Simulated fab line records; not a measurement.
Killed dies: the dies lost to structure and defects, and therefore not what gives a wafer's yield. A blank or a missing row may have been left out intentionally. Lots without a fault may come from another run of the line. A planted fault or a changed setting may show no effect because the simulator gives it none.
One fault through the eyes of 2 desks    flow gf180mcu    each desk has only its own numbers; what lay behind them comes last

## THE TOOL OWNER'S DESK: pecvd-02
The tool's own readings at GF_V4_CVD_02 (deposits SiO2 from TEOS, target thk 850 nm, time 94.851 s): means of the sampled wafers that have a number, for each lot that ran on this tool. A lot is out of limits, marked OUT, if its mean lies more than 4 standard deviations from the usual mean; the brackets give that distance.
Columns: A = heater-power-w at GF_V4_CVD_02, usual 724 W; B = rf-fwd-power-W at GF_V4_CVD_02, usual 596.5 W
lot   first seen here  A    B
L966  day 23 08:04     767  598.4
L968  day 24 00:26     757  598.9
L975  day 26 14:50     817  592.2
L976  day 26 19:58     870  596.5
L977  day 27 02:00     729  597.3
L979  day 28 01:36     838  597.5
Result from this desk: across the 6 lots, nothing is out of limits.

## METROLOGY DESK
What the gauges read for every lot (on any tool): the sampled wafers with a number, averaged. A lot is out of limits, marked OUT, if its mean lies more than 4 standard deviations from the usual mean; the brackets give that distance.
Columns: A = V3_CVD_02_THK at GF_V3_THK_MEAS_03, usual 848 nm; B = M4_ALCU_RS at GF_M4_RS_MEAS_05, usual 0.0696 ohm/sq; C = cd-nm at GF_M4_CD_MEAS_14, usual 280.0 nm; D = V4_CVD_02_THK at GF_V4_THK_MEAS_03, usual 853 nm
lot   first seen here  A    B       C      D
L966  day 21 05:38     852  0.0693  281.9  858
L968  day 21 22:53     848  0.0693  279.2  851
L970  day 22 21:33     852  0.0693  278.9  865
L971  day 23 06:00     847  0.0693  281.3  854
L975  day 24 16:56     836  0.0689  280.9  848
L976  day 24 23:29     851  0.0684  280.1  867
L977  day 25 05:30     860  0.0696  280.0  1095 (+20) OUT
L979  day 26 06:35     844  0.0697  280.0  1070 (+18) OUT
L986  day 28 03:10     858  0.0693  280.2  848
L987  day 28 09:56     858  0.0701  280.6  837
L988  day 28 15:09     847  0.0684  279.8  847
L989  day 28 21:49     843  0.0709  280.8  849
Finding of this desk: L977, L979 out of limits, first seen on L977 at day 27 02:07 (V4_CVD_02_THK at GF_V4_THK_MEAS_03). In limits: L966, L968, L970, L971, L975, L976, L986, L987, L988, L989.

## BROUGHT TOGETHER
L977, L979 would have let the metrology desk raise an alarm at day 27 02:07.
The tool owner's desk saw nothing out of limits.
On record at the tool owner's desk: L977, L979, within its limits.
All the named lots went through GF_V4_CVD_02 on pecvd-02.

## WHAT WAS PUT IN BY THE SIMULATOR
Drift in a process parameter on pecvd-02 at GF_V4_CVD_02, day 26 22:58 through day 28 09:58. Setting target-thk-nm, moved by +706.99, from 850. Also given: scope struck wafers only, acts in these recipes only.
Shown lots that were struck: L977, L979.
Delay in hours, fault start to first out-of-limits reading, per desk: metrology desk 3.
